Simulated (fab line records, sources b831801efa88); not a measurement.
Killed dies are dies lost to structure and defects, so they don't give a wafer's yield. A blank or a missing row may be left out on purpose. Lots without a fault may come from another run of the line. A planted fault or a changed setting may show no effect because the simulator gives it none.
Which tool did it? | flow gf180mcu | 24 lots, 72 wafers sampled, at 4 steps of a route of 602

WHAT THE GAUGES READ, wafer by wafer
GF_V1_OVL_MEAS_15.
lot  | measured     | on         | V1_OVL (nm)
L074 | day 18 00:30 | overlay-02 | 4 1 4
L076 | day 18 22:23 | overlay-01 | 1 -2 1
L075 | day 18 22:49 | overlay-02 | -5 12 1
L077 | day 19 02:42 | overlay-01 | 0 -4 8
L079 | day 20 02:16 | overlay-01 | 9 1 9
L078 | day 20 03:13 | overlay-01 | 6 11 9
L080 | day 20 18:26 | overlay-02 | 4 0 11
L081 | day 20 23:27 | overlay-02 | 1 2 14
L082 | day 21 03:51 | overlay-01 | 9 11 6
L083 | day 21 23:24 | overlay-02 | 6 15 13
L084 | day 21 23:47 | overlay-01 | 5 0 -1
L085 | day 22 11:20 | overlay-02 | -12 -9 -12
L086 | day 22 14:56 | overlay-02 | 9 9 10
L087 | day 23 02:47 | overlay-01 | 9 4 15
L088 | day 23 14:12 | overlay-02 | -16 -6 -3
L089 | day 23 16:26 | overlay-01 | 10 5 1
L090 | day 23 18:41 | overlay-02 | 9 8 13
L091 | day 24 09:10 | overlay-02 | -9 0 8
L092 | day 24 13:40 | overlay-02 | -1 -1 1
L093 | day 24 23:02 | overlay-02 | 5 1 9
L094 | day 25 14:20 | overlay-01 | -3 4 -6
L095 | day 25 16:29 | overlay-02 | 3 -2 2
L096 | day 26 00:32 | overlay-01 | 1 -2 3
L097 | day 26 04:41 | overlay-01 | 5 6 3

GF_V5_CD_MEAS_14: target cd 260 nm.
lot  | measured     | on        | cd_nm (nm)
L074 | day 27 04:06 | cd_sem-02 | 260.2 261.0 261.0
L076 | day 27 21:54 | cd_sem-01 | 261.0 260.6 259.7
L075 | day 27 22:33 | cd_sem-01 | 259.3 258.9 259.7
L077 | day 28 01:11 | cd_sem-01 | 259.2 259.4 260.8
L079 | day 28 20:20 | cd_sem-01 | 257.5 258.5 259.3
L078 | day 28 20:41 | cd_sem-01 | 257.8 258.1 259.0
L080 | day 29 07:30 | cd_sem-02 | 259.6 260.1 258.8
L081 | day 29 11:03 | cd_sem-02 | 258.7 258.7 258.3
L082 | day 29 16:08 | cd_sem-01 | 260.1 260.9 259.2
L083 | day 30 06:16 | cd_sem-02 | 261.4 261.1 260.9
L084 | day 30 07:35 | cd_sem-02 | 261.0 261.0 260.8
L085 | day 30 19:05 | cd_sem-01 | 257.8 259.4 259.1
L086 | day 30 19:28 | cd_sem-02 | 262.9 261.1 262.0
L087 | day 31 06:13 | cd_sem-01 | 258.9 260.9 261.7
L088 | day 31 13:09 | cd_sem-02 | 261.5 261.9 261.7
L089 | day 31 16:10 | cd_sem-02 | 258.6 258.5 258.4
L090 | day 31 17:07 | cd_sem-01 | 260.1 260.5 259.5
L091 | day 32 06:27 | cd_sem-01 | 258.7 259.4 258.9
L092 | day 32 08:02 | cd_sem-01 | 260.6 261.3 260.3
L093 | day 32 15:02 | cd_sem-01 | 260.7 261.6 260.1
L094 | day 33 04:45 | cd_sem-01 | 260.7 259.9 259.6
L095 | day 33 05:06 | cd_sem-02 | 260.7 260.5 260.1
L096 | day 33 10:36 | cd_sem-01 | 259.1 259.2 259.3
L097 | day 33 13:29 | cd_sem-02 | 259.0 258.3 257.8

WHICH TOOL RAN EACH LOT (tool, then ch and the chambers of the sampled wafers, then the start)
lot  | GF_CONTACT_SPUTTER_23        | GF_V2_ETCH_16
L074 | pvd_sputter-01, day 16 00:58 | rie_diel-03 ch 0,2,3, day 20 04:49
L076 | pvd_sputter-01, day 16 20:53 | rie_diel-04 ch 0,1, day 21 01:55
L075 | pvd_sputter-04, day 16 20:56 | rie_diel-03 ch 1,2,3, day 21 02:26
L077 | pvd_sputter-03, day 17 00:59 | rie_diel-04 ch 2,3, day 21 06:43
L079 | pvd_sputter-01, day 17 23:25 | rie_diel-03 ch 0,1,2, day 22 05:34
L078 | pvd_sputter-01, day 18 00:35 | rie_diel-04 ch 0,1, day 22 07:10
L080 | pvd_sputter-03, day 18 15:32 | rie_diel-01 ch 1,2,3, day 22 19:53
L081 | pvd_sputter-01, day 18 20:53 | rie_diel-04 ch 0,1,3, day 23 01:34
L082 | pvd_sputter-01, day 19 00:33 | rie_diel-01 ch 0,1, day 23 05:29
L083 | pvd_sputter-01, day 19 21:09 | rie_diel-01 ch 1,3, day 24 01:04
L084 | pvd_sputter-03, day 19 21:31 | rie_diel-03 ch 0,2,3, day 24 01:43
L085 | pvd_sputter-04, day 20 10:06 | rie_diel-04 ch 0,3, day 24 12:22
L086 | pvd_sputter-01, day 20 13:49 | rie_diel-01 ch 1,2,3, day 24 14:31
L087 | pvd_sputter-04, day 21 01:11 | rie_diel-04 ch 0,1,2, day 25 02:31
L088 | pvd_sputter-04, day 21 13:33 | rie_diel-01 ch 1,2, day 25 12:19
L089 | pvd_sputter-03, day 21 15:14 | rie_diel-01 ch 1,2, day 25 15:59
L090 | pvd_sputter-01, day 21 17:14 | rie_diel-04 ch 0,2, day 25 17:17
L091 | pvd_sputter-01, day 22 09:43 | rie_diel-03 ch 0,1,2, day 26 07:55
L092 | pvd_sputter-03, day 22 14:42 | rie_diel-03 ch 1,2, day 26 10:41
L093 | pvd_sputter-04, day 23 00:02 | rie_diel-01 ch 0,2, day 26 19:41
L094 | pvd_sputter-01, day 23 16:14 | rie_diel-01 ch 1,2, day 27 11:47
L095 | pvd_sputter-01, day 23 17:20 | rie_diel-04 ch 0,2,3, day 27 12:11
L096 | pvd_sputter-03, day 24 03:14 | rie_diel-03 ch 0,2,3, day 27 19:14
L097 | pvd_sputter-04, day 24 07:36 | rie_diel-03 ch 0,2,3, day 28 00:49
- GF_CONTACT_SPUTTER_23: material TiN, target thk 10 nm, time 40 s.
- GF_V2_ETCH_16: etches BARC in N2/H2.

WHAT THE TOOLS THEMSELVES READ (means of the sampled wafers that have a number; where no wafer has one, the mark that the record gives instead)
GF_CONTACT_SPUTTER_23.
lot  | tool           | throttle_valve_pct (%)
L074 | pvd_sputter-01 | 29.0
L076 | pvd_sputter-01 | 28.7
L075 | pvd_sputter-04 | 30.5
L077 | pvd_sputter-03 | 29.1
L079 | pvd_sputter-01 | 29.0
L078 | pvd_sputter-01 | 29.1
L080 | pvd_sputter-03 | 31.0
L081 | pvd_sputter-01 | 28.9
L082 | pvd_sputter-01 | 29.7
L083 | pvd_sputter-01 | 28.9
L084 | pvd_sputter-03 | 30.8
L085 | pvd_sputter-04 | 30.4
L086 | pvd_sputter-01 | 29.8
L087 | pvd_sputter-04 | 30.5
L088 | pvd_sputter-04 | 30.0
L089 | pvd_sputter-03 | 31.0
L090 | pvd_sputter-01 | 29.3
L091 | pvd_sputter-01 | 29.1
L092 | pvd_sputter-03 | 29.6
L093 | pvd_sputter-04 | 30.2
L094 | pvd_sputter-01 | 29.4
L095 | pvd_sputter-01 | 29.0
L096 | pvd_sputter-03 | 30.9
L097 | pvd_sputter-04 | 29.7

GF_V2_ETCH_16.
lot  | tool        | drypump_motor_current_A (A) | oes_product_au (a.u.) | throttle_valve_pct (%)
L074 | rie_diel-03 | 5.4                         | 0.857                 | 13.219
L076 | rie_diel-04 | 5.9                         | 0.851                 | 13.218
L075 | rie_diel-03 | 5.3                         | 0.858                 | 13.228
L077 | rie_diel-04 | 6.6                         | 0.856                 | 13.222
L079 | rie_diel-03 | 5.5                         | 0.853                 | 13.220
L078 | rie_diel-04 | 5.9                         | 0.855                 | 13.219
L080 | rie_diel-01 | 5.8                         | 0.852                 | 13.231
L081 | rie_diel-04 | 6.1                         | 0.858                 | 13.220
L082 | rie_diel-01 | 5.6                         | 0.852                 | 13.227
L083 | rie_diel-01 | 5.8                         | 0.850                 | 13.223
L084 | rie_diel-03 | 5.4                         | 0.851                 | 13.234
L085 | rie_diel-04 | 6.2                         | 0.855                 | 13.218
L086 | rie_diel-01 | 5.8                         | 0.857                 | 13.220
L087 | rie_diel-04 | 6.1                         | 0.852                 | 13.235
L088 | rie_diel-01 | 5.5                         | 0.855                 | 13.219
L089 | rie_diel-01 | 5.5                         | 0.854                 | 13.229
L090 | rie_diel-04 | 6.3                         | 0.859                 | 13.226
L091 | rie_diel-03 | 5.5                         | 0.857                 | 13.231
L092 | rie_diel-03 | 5.4                         | 0.856                 | 13.227
L093 | rie_diel-01 | 5.7                         | 0.853                 | 13.232
L094 | rie_diel-01 | 5.5                         | 0.854                 | 13.214
L095 | rie_diel-04 | 6.3                         | 0.858                 | 13.225
L096 | rie_diel-03 | 5.4                         | 0.861                 | 13.224
L097 | rie_diel-03 | 5.4                         | 0.856                 | 13.227

THE ANSWER, worked out from the rows above alone
Rule: what is usual is taken from the lots themselves. Put in order of their means at a reading, lots are off if they are a third of the lots or fewer, leave a main group of 4 or more, and stand apart from it by a gap of 3 or more times the standard deviation of the main group's means; of several such gaps the widest counts. A main group whose means are all the same, to the digits that the tables above print for the reading, isn't used. A lot without any number at a reading at which 4 lots or more have one is off too. The other lots that the step has rows for count as sound. The gauges are gone through in route order, then the tools' own readings, and for those a lot's mean is taken as printed above. The first step at which some lot is off is used, and at that step the reading that is off furthest; a lot without a number counts as furthest.
No lot is off at any reading shown: from this, nothing can be told.

WHAT THE SIMULATOR HAD PUT IN
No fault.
